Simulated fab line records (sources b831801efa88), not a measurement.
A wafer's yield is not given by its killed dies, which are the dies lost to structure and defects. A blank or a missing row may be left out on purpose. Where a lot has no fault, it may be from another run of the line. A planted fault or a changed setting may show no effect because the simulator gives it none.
What tool caused it? | flow sky130 | Sampling: 12 lots, 36 wafers, 3 of 708 route steps

WHAT THE GAUGES SHOWED, per wafer
SKY_CAP2M_OVL_MEAS_12.
lot  | measured     | on         | CAP2M_OVL (nm)
L238 | day 40 17:47 | overlay-01 | 1.9 -0.1 1.3
L239 | day 40 23:56 | overlay-02 | -1.3 -2.5 -0.2
L241 | day 41 19:10 | overlay-01 | -1.7 -0.2 -0.2
L242 | day 42 06:53 | overlay-01 | -1.6 0.0 1.1
L244 | day 42 17:24 | overlay-02 | -3.4 -1.5 -1.9
L245 | day 43 01:45 | overlay-02 | 1.9 0.9 2.5
L248 | day 44 04:31 | overlay-02 | 1.8 0.4 0.0
L252 | day 45 08:10 | overlay-01 | 0.3 -1.0 -0.7
L253 | day 45 13:58 | overlay-01 | -0.6 0.9 0.3
L257 | day 46 09:18 | overlay-01 | -1.2 -0.5 0.6
L258 | day 46 12:03 | overlay-01 | 1.3 -0.4 0.0
L259 | day 46 17:19 | overlay-01 | -1.3 -0.3 -1.4

WHAT TOOL EACH LOT RAN ON (gives the tool, then ch and the chambers of the sampled wafers, and finally the start)
lot  | SKY_METAL1_STRIP_20                 | SKY_METAL4_SPUTTER_00
L238 | plasmaAsher-01 ch 0,1, day 33 00:26 | pvdSputter-04, day 39 17:32
L239 | plasmaAsher-03 ch 0,1, day 33 09:25 | pvdSputter-04, day 39 23:40
L241 | plasmaAsher-03 ch 0,1, day 34 04:18 | pvdSputter-03, day 40 19:37
L242 | plasmaAsher-03 ch 0, day 34 16:32   | pvdSputter-03, day 41 07:01
L244 | plasmaAsher-04 ch 0,1, day 35 01:51 | pvdSputter-03, day 41 17:14
L245 | plasmaAsher-03 ch 0,1, day 35 11:43 | pvdSputter-03, day 42 02:40
L248 | plasmaAsher-04 ch 0,1, day 36 13:31 | pvdSputter-04, day 43 05:48
L252 | plasmaAsher-04 ch 0,1, day 37 20:22 | pvdSputter-04, day 44 09:50
L253 | plasmaAsher-03 ch 0,1, day 38 02:37 | pvdSputter-03, day 44 15:09
L257 | plasmaAsher-03 ch 0,1, day 39 02:35 | pvdSputter-03, day 45 11:23
L258 | plasmaAsher-03 ch 0,1, day 39 08:31 | pvdSputter-03, day 45 14:11
L259 | plasmaAsher-04 ch 0,1, day 39 15:14 | pvdSputter-03, day 45 21:17
- SKY_METAL1_STRIP_20: strips in O2/N2.
- SKY_METAL4_SPUTTER_00: material Ti, target thk 15 nm, time 10 s.

WHAT THE TOOLS THEMSELVES READ (means of the sampled wafers that have a number; where no wafer has one, the mark that the record gives instead)
SKY_METAL1_STRIP_20.
lot  | tool           | drypumpMotorCurrentA (A) | oesProductAu (a.u.) | stripTimeToEndpointS (s)
L238 | plasmaAsher-01 | 5.5                      | 0.339               | 2.68
L239 | plasmaAsher-03 | 6.2                      | 0.342               | 2.68
L241 | plasmaAsher-03 | 6.2                      | 0.346               | 2.71
L242 | plasmaAsher-03 | 6.2                      | 0.342               | 2.63
L244 | plasmaAsher-04 | 5.1                      | 0.343               | 2.70
L245 | plasmaAsher-03 | 6.2                      | 0.339               | 2.66
L248 | plasmaAsher-04 | 5.4                      | 0.346               | 2.71
L252 | plasmaAsher-04 | 5.4                      | 0.339               | 2.62
L253 | plasmaAsher-03 | 6.2                      | 0.344               | 2.64
L257 | plasmaAsher-03 | 6.2                      | 0.346               | 2.68
L258 | plasmaAsher-03 | 6.2                      | 0.342               | 2.73
L259 | plasmaAsher-04 | 5.4                      | 0.347               | 2.81

SKY_METAL4_SPUTTER_00.
lot  | tool          | throttleValvePct (%)
L238 | pvdSputter-04 | 29.7
L239 | pvdSputter-04 | 29.7
L241 | pvdSputter-03 | 30.4
L242 | pvdSputter-03 | 29.4
L244 | pvdSputter-03 | 29.3
L245 | pvdSputter-03 | 30.2
L248 | pvdSputter-04 | 29.3
L252 | pvdSputter-04 | 29.5
L253 | pvdSputter-03 | 29.5
L257 | pvdSputter-03 | 30.3
L258 | pvdSputter-03 | 29.2
L259 | pvdSputter-03 | 29.0

THE ANSWER, worked out from the rows above alone
Rule: usual is defined by the lots themselves. The widest of any qualifying gaps counts: lots, ordered by their means at a reading, are off when they make up no more than a third of the lots, leave a main group of 4 or more, and stand apart from it by 3 or more times the standard deviation of that group's means. If all means in a main group match to the digits the tables above print for the reading, that group is not used. Also off: a lot with no number at a reading for which 4 or more lots have one. All remaining lots with rows at the step are treated as sound. First the gauges in route order, then the tools' own readings, where a lot's mean is used as printed above. The first step at which some lot is off is used, and at that step the reading that is off furthest; a lot without a number counts as furthest.
None of the lots is off at any reading shown; this tells nothing.

WHAT THE SIMULATOR HAD PUT IN
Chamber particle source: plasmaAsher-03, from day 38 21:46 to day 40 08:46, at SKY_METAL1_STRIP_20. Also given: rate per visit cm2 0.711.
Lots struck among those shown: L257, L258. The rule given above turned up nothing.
